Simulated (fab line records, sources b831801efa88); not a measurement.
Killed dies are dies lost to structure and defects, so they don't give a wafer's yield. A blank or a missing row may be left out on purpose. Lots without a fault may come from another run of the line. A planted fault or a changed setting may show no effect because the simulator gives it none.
Problem report in the 8D (eight disciplines) form, filled by code | flow gf180mcu | the parts of the form that need people (team, actions taken, sign-off) are left out

1. THE PROBLEM
beam_energy_keV at GF_LVPWELL_IMPLANT_09 reads a mean of 55.782 on 6 wafers of 2 lots; wafers without a fault read 59.999 with a standard deviation of 0.02. That is -99 or more standard deviations from the usual mean.
First seen on wafer L961.1, day 7 05:28, on implanter-01. The record holds 42 wafers of 14 lots with a number at this step. Rule for "out", or "out of limits": more than 4 standard deviations from the usual mean. The other wafers with a number count as sound.

2. WHAT IT IS AND WHAT IT IS NOT
question                    | is                     | is not
which readings at this step | beam_energy_keV        | -
which lots                  | L961, L964             | L948, L949, L950, L951, L954, L955, L957, L965, L966, L967, L968, L969
which wafers of those lots  | all that have a number | -
read on which tools         | implanter-01           | implanter-02, implanter-04
when                        | from day 7 05:28       | up to then (21 sound wafers); but 15 sound wafers of L965, L966, L967, L968, L969 came after

3. SUSPECTS, AND WHAT RULES EACH OUT
Counting: a tool at a process step up to the reading stays a suspect if it ran every lot that is out and no sound lot after the first of them.
- implanter-01 at GF_LVPWELL_IMPLANT_09: kept. It ran every lot that is out, first L961 (day 7 05:28), and no sound lot after that; its last sound lot up to then is L957 (day 6 04:55). Its own readings are out on those wafers: beam_energy_keV.
Left after counting: implanter-01 at GF_LVPWELL_IMPLANT_09.

4. THE CAUSE (what the simulator had put in)
Process parameter drift: implanter-01, from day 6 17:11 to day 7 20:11, at GF_LVPWELL_IMPLANT_09. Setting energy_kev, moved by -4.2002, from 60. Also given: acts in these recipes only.
Counting left only this tool.

5. THE CHAIN OF EFFECTS, in route order
Each row: a reading whose mean over the struck wafers that have a number lies more than 3 standard deviations from the usual. Only readings for which the record gives a usual standard deviation are gone through. hours: the time from each lot's start at the first step in this table that gives one to its start at this step, as a median over the lots. sigmas: the change in usual standard deviations.
hours | step                  | reading         | usual  | on struck wafers | change | sigmas
0     | GF_LVPWELL_IMPLANT_09 | beam_energy_keV | 59.999 | 55.782           | -4.218 | -99 or more
The process steps in it:
- GF_LVPWELL_IMPLANT_09
Later measuring or inspecting steps at which every struck wafer that the step has a row for has a number for every such reading, and none has moved that far: GF_MVPSD_OVL_MEAS_07, GF_VT_IMPLANT_RS_MEAS_47.

6. WHAT WOULD HAVE CAUGHT IT SOONER
In this record the first reading out of limits was taken at day 7 05:28, 12 hours after the fault began at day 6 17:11.
